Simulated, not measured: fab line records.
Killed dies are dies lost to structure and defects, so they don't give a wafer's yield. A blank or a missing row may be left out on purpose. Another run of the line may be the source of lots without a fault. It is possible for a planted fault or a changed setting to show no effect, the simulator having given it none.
A lot that was struck, set against a sound lot | flow sky130 | 18 out of 708 route steps
Sound: wafers L623.1, L623.2, L623.4. Wafers struck: L622.2, L622.3, L622.5. At the end, the cause is stated.
Each step with rows lists, per side, the tool, then ch with its chambers, then its first start. Under that, the readings that differ: sound wafers | struck wafers | difference of the means | sigmas: that difference in standard deviations of wafers without a fault.
alike: readings whose means differ by less than 2 such deviations, and words and numbers that are the same on both sides. not compared: withheld readings, readings that some wafer has no value for, bounds like >300 that may hide the same value, and numbers for which the record gives no deviation and whose values overlap.
Wherever a step has rows on one side only, a row that says differs or no value, or a row with sigmas, the two part there. Non-overlapping numbers with no deviation appear without sigmas and do not part them. A reading missing from all wafers of one side parts the sides only when that side holds two or more wafers.

first, 9 steps without rows for these wafers: SKY_CAPM_CLEAN_17 (cleans in O3/DIW); SKY_METAL3_DEHYDRATE_05 (time 60 s); SKY_METAL3_HMDS_06 (prime time 60 s); SKY_METAL3_COAT_07 (resist thk 60 nm); SKY_METAL3_COAT_08 (resist thk 1140 nm); SKY_METAL3_SOFTBAKE_09 (time 90 s); SKY_METAL3_EXPOSE_10 (exposes mask MM3, target cd 300 nm); SKY_METAL3_PEB_11; SKY_METAL3_DEVELOP_12 (develop time 60 s).
SKY_METAL3_CD_MEAS_13 targets a cd of 300 nm.
  sound on cd-sem-01 at day 42 15:05; struck on cd-sem-02 at day 42 08:45
  alike: cd-nm
SKY_METAL3_OVL_MEAS_14:
  sound on overlay-02 at day 42 15:12; struck on overlay-02 at day 42 08:52
  alike: METAL3_OVL
SKY_METAL3_DESCUM_15: chemistry O2, time 8 s.
  sound on rie-metal-04 ch 0,1, day 42 15:14; struck on rie-metal-03 ch 0,1, day 42 08:53
  alike: drypump-motor-current-A, oes-product-au
  not compared: rf-hours-counter-h
SKY_METAL3_ETCH_16: etches BARC in N2/H2, stops on SiO2, time 88.2 s, target depth 60 nm.
  sound on rie-metal-04 ch 0,1, day 42 15:16; struck on rie-metal-03 ch 0,1, day 42 08:55
  no value came back on the struck wafers for any of 5 readings (bias-w (W), chamber-pressure-mTorr (mTorr) and others); on the sound wafers bias-w (W) reads 100.1 99.6 100.0
  reading                                       | sound          | struck         | difference | sigmas
  model.KrF-thick_of_METAL3_COAT_08.thk-nm (nm) | 1080 1080 1077 | 1127 1131 1129 | +50        |
  not compared: rf-hours-counter-h
SKY_METAL3_ETCH_17: etches SiO2 in C4F8/O2/Ar, stops on TiN, time 3.9 s, target depth 15 nm.
  sound on rie-diel-01 ch 1,2,3, day 42 15:22; struck on rie-diel-01 ch 0,2, day 42 09:01
  reading               | sound             | struck            | difference | sigmas
  oes-product-au (a.u.) | 0.746 0.746 0.757 | 0.373 0.372 0.370 | -0.378     | -53
  alike: bias-w, chamber-pressure-mTorr
  not compared: rf-hours-counter-h
SKY_METAL3_METAL_ETCH_18: etches the open film in Cl2/BCl3, stops on SiO2, target depth 845 nm, time 183.1 s.
  sound on rie-metal-03 ch 0,1, day 42 15:23; struck on rie-metal-01 ch 0, day 42 09:02
  reading                                       | sound             | struck            | difference | sigmas
  oes-product-au (a.u.)                         | 0.857 0.881 0.873 | 0.378 0.371 0.375 | -0.496     | -69
  model.KrF-thick_of_METAL3_COAT_08.thk-nm (nm) | 525.1 534.6 519.7 | 569.5 571.1 570.9 | +44.0      |
  alike: bcl3-flow-sccm, bias-w, drypump-motor-current-A, throttle-valve-pct
  not compared: rf-hours-counter-h
SKY_METAL3_STRIP_19: strips in O2/N2.
  sound on plasma-asher-03 ch 0,1, day 42 15:34; struck on plasma-asher-04 ch 0,1, day 42 09:13
  reading                      | sound          | struck         | difference | sigmas
  strip-time-to-endpoint-s (s) | 6.51 6.60 6.46 | 6.94 6.97 6.98 | +0.44      | +4
  alike: drypump-motor-current-A, oes-product-au
  not compared: rf-hours-counter-h
then, 1 step without rows for these wafers: SKY_METAL3_STRIP_20 (strips in post etch residue remover, time 1200 s).
-- the record jumps here: 7 days lie between the struck wafers' starts before and after (it left off in module METAL3 and takes up again in module PAD_OPEN, whose first step shown is number 708 of the route) --
SKY_PAD_OPEN_PROBE_99:
  sound on prober-02 at day 49 06:33; struck on prober-01 at day 49 00:19
  reading                  | sound          | struck         | difference | sigmas
  defect-limited-yield (%) | 84.3 80.1 80.7 | 0 0 0          | -82        | -43
  killed_at_M0_to_M3       | 33 39 42       | 450 458 445    | +413       | +57
  killed-dies              | 77 98 95       | 492 492 492    | +402       | +43
  killed-on-rim            | 21 20 16       | 96 96 96       | +77        | +21
  sort_bin_5_function (%)  | 8.9 11.4 11.0  | 91.9 93.1 94.1 | +82.6      | +55
  sort-n-pass              | 415 394 397    | 0 0 0          | -402       | -43
  sort-yield-pct (%)       | 84.3 80.1 80.7 | 0 0 0          | -82        | -43
  alike: killed_at_M4_up, killed-at-contacts, killed-at-front-end, killed-at-other, killed-open, killed-short, sort_bin_3_pad_short, sort_bin_6_memory

## WHERE THEY PART
Last at SKY_PAD_OPEN_PROBE_99 as far as this record goes, first at SKY_METAL3_ETCH_16.

WHY: what had been put in by the simulator
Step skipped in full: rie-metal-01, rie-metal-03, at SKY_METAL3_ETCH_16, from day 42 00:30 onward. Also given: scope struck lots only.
